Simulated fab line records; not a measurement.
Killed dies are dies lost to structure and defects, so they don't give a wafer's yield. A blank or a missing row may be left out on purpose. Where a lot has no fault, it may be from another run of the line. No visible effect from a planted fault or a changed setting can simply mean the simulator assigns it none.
Problem report, 8D (eight disciplines) form, completed by code || flow gf180mcu || the parts of the form that need people (team, actions taken, sign-off) are left out

## 1. WHAT WENT WRONG
V1_CVD_02_THK at GF_V1_THK_MEAS_03 reads a mean of 575 nm on 6 wafers of 2 lots; wafers without a fault read 852 nm with a standard deviation of 13. Measured from the usual mean, that is -21 standard deviations.
The first sign was on wafer L160.2 at day 22 18:02, on film metro-01. Wafers with a number at this step in the record: 36, from 13 lots. Rule for "out", or "out of limits": more than 4 standard deviations from the usual mean. The rest of the wafers with a number are treated as sound.

## 2. WHAT IT IS, WHAT IT ISN'T
{"question": "which readings at this step", "is": "V1_CVD_02_THK", "is not": "-"}
{"question": "which lots", "is": "L160, L164", "is not": "L149, L150, L151, L152, L153, L155, L158, L159, L161, L162, L170"}
{"question": "which wafers of those lots", "is": "all that have a number", "is not": "-"}
{"question": "read on which gauges", "is": "film metro-01, film metro-02", "is not": "film metro-04"}
{"question": "when", "is": "from day 22 18:02", "is not": "up to then (22 sound wafers); but 8 sound wafers of L161, L162, L170 came after"}

## 3. THE SUSPECTS, EACH WITH WHAT RULES IT OUT
Counting: a tool at a process step up to the reading stays a suspect if it ran every lot that is out and no sound lot after the first of them.
- the gauge at GF_V1_THK_MEAS_03 is ruled out. The wafers that are out were read on 2 gauges (film metro-01, film metro-02).
- pvd sputter-03 at GF_M1_SPUTTER_01 (material TiN, target thk 30 nm, time 25 s): ruled out as a lasting fault. Sound lots L162 ran on it after its first lot that is out, L160 (day 21 17:10).
- pecvd-04 at GF_V1_CVD_02 (deposits SiO2 from TEOS, target thk 850 nm, time 94.851 s): kept. It processed each lot that is out, first L160 at day 22 17:57, and no sound lot thereafter; up to then, the last sound lot it processed was L159 at day 22 05:41.
The count leaves pecvd-04 at GF_V1_CVD_02.

## 4. THE CAUSE (what the simulator had put in)
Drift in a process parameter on pecvd-04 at GF_V1_CVD_02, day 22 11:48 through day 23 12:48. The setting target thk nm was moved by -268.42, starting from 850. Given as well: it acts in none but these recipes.
After counting, this tool was the only one left.

## 5. THE CHAIN OF EFFECTS, in route order
Each row: a reading whose mean over the struck wafers that have a number lies more than 3 standard deviations from the usual. Scope: only readings with a usual standard deviation given in the record; hours: median across lots of the time from each lot's start at the first step in this table that gives one to its start at this step; sigmas: change in usual standard deviations.
{"hours": 0, "step": "GF_V1_THK_MEAS_03", "reading": "V1_CVD_02_THK", "usual": "852 nm", "on struck wafers": 575, "change": -277, "sigmas": -21}
{"hours": "-", "step": "GF_V1_ETCH_17", "reading": "oes product au", "usual": "0.856 a.u.", "on struck wafers": 0.813, "change": -0.043, "sigmas": -8.4}
Here are the process steps it includes:
- GF_V1_ETCH_17: etches SiO2 in C4F8/O2/Ar, stops on TiN, target depth 630 nm.
Readings that are blank on the struck wafers while sound wafers have them: time to endpoint s at GF_V1_CMP_04.

## 6. HOW IT WOULD HAVE BEEN CAUGHT EARLIER
The first out-of-limits reading at a measuring or inspecting step in this record came at day 22 18:02, 6 hours after the fault's start at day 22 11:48.
No tool reading at GF_V1_CVD_02 that has a usual standard deviation in the record was out on any struck wafer, so an alarm limit of 4 standard deviations on those readings would not have fired.
Of the lots that are out (2), L164 began GF_V1_CVD_02 on pecvd-04 after day 22 18:02. A tool hold placed at that time would have kept it from harm.
